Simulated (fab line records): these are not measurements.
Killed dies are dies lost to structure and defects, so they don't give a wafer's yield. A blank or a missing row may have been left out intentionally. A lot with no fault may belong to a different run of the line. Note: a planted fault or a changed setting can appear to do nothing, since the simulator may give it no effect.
A lot that was struck, set against a sound lot | flow gf180mcu | 14 steps out of a route of 602
Sound: the wafers L535.4, L535.5, L535.6. Wafers L543.3, L543.4, L543.6 were the ones struck. Last of all comes the cause.
Each step with rows lists, per side, the tool, then ch with its chambers, then its first start. Under that, the readings that differ: sound wafers | struck wafers | difference of the means | sigmas: that difference in standard deviations of wafers without a fault.
alike: readings whose means differ by less than 2 such deviations, and words and numbers that are the same on both sides. not compared: withheld readings, readings that some wafer has no value for, bounds like >300 that may hide the same value, and numbers for which the record gives no deviation and whose values overlap.
Wherever a step has rows on one side only, a row that says differs or no value, or a row with sigmas, the two part there. Numbers that have no deviation but don't overlap get no sigmas and don't part them. Lack of a reading on every wafer of one side parts them only where that side has two or more wafers.

GF_M2_SPUTTER_01: material TiN, target thk 30 nm, time 25 s.
  sound on pvdSputter-02, day 21 10:58; struck on pvdSputter-02, day 24 07:04
  alike: throttleValvePct
GF_M2_SPUTTER_02: material AlCu, target thk 450 nm, time 23.9 s.
  sound on pvdSputter-02, day 21 11:00; struck on pvdSputter-02, day 24 07:05
  alike: throttleValvePct
GF_M2_SPUTTER_03: material Ti, target thk 10 nm, time 6.7 s.
  sound on pvdSputter-02, day 21 11:02; struck on pvdSputter-02, day 24 07:07
  alike: throttleValvePct
GF_M2_SPUTTER_04: material TiN, target thk 50 nm, time 41.7 s.
  sound on pvdSputter-02, day 21 11:03; struck on pvdSputter-02, day 24 07:08
  alike: throttleValvePct
GF_M2_RS_MEAS_05: a four-point-probe measurement.
  sound on filmMetro-01, day 21 11:09; struck on filmMetro-01, day 24 07:13
  alike: M2_ALCU_RS
GF_M2_THK_MEAS_06: measures by xrf.
  sound on filmMetro-01, day 21 11:14; struck on filmMetro-01, day 24 07:19
  alike: M2_ALCU_THK
then, 6 steps without rows for these wafers: GF_M2_DEHYDRATE_07 (time 60 s); GF_M2_HMDS_08 (prime time 60 s); GF_M2_COAT_09 (resist thk 1000 nm); GF_M2_SOFTBAKE_10 (time 60 s); GF_M2_EXPOSE_11 (exposes mask Metal2, target cd 280 nm); GF_M2_PEB_12 (peb time 90 s).
GF_M2_DEVELOP_13: develop time 60 s.
  sound on lithoTrack-03 ch 0, day 22 10:14; struck on lithoTrack-04, day 25 04:42
  no value came back on the struck wafers for chillPlateTempC (C), developTimeS (s), developerTempC (C); on the sound wafers chillPlateTempC (C) reads 23.13 23.05 23.10
reading                            | sound             | struck            | difference | sigmas
model.KrF_of_M2_COAT_09.thkNm (nm) | 982.3 983.6 977.7 | 998.4 998.1 996.6 | +16.5      | 
GF_M2_CD_MEAS_14 targets a cd of 280 nm.
  sound on cdSem-01, day 22 10:25; struck on cdSem-02, day 25 04:50
reading   | sound             | struck | difference                    | sigmas
cdNm (nm) | 278.3 279.0 278.2 | - - -  | no value on the struck wafers | 

WHERE THEY PART
First at GF_M2_DEVELOP_13; last, within this record, at GF_M2_CD_MEAS_14.

WHY: what had been put in by the simulator
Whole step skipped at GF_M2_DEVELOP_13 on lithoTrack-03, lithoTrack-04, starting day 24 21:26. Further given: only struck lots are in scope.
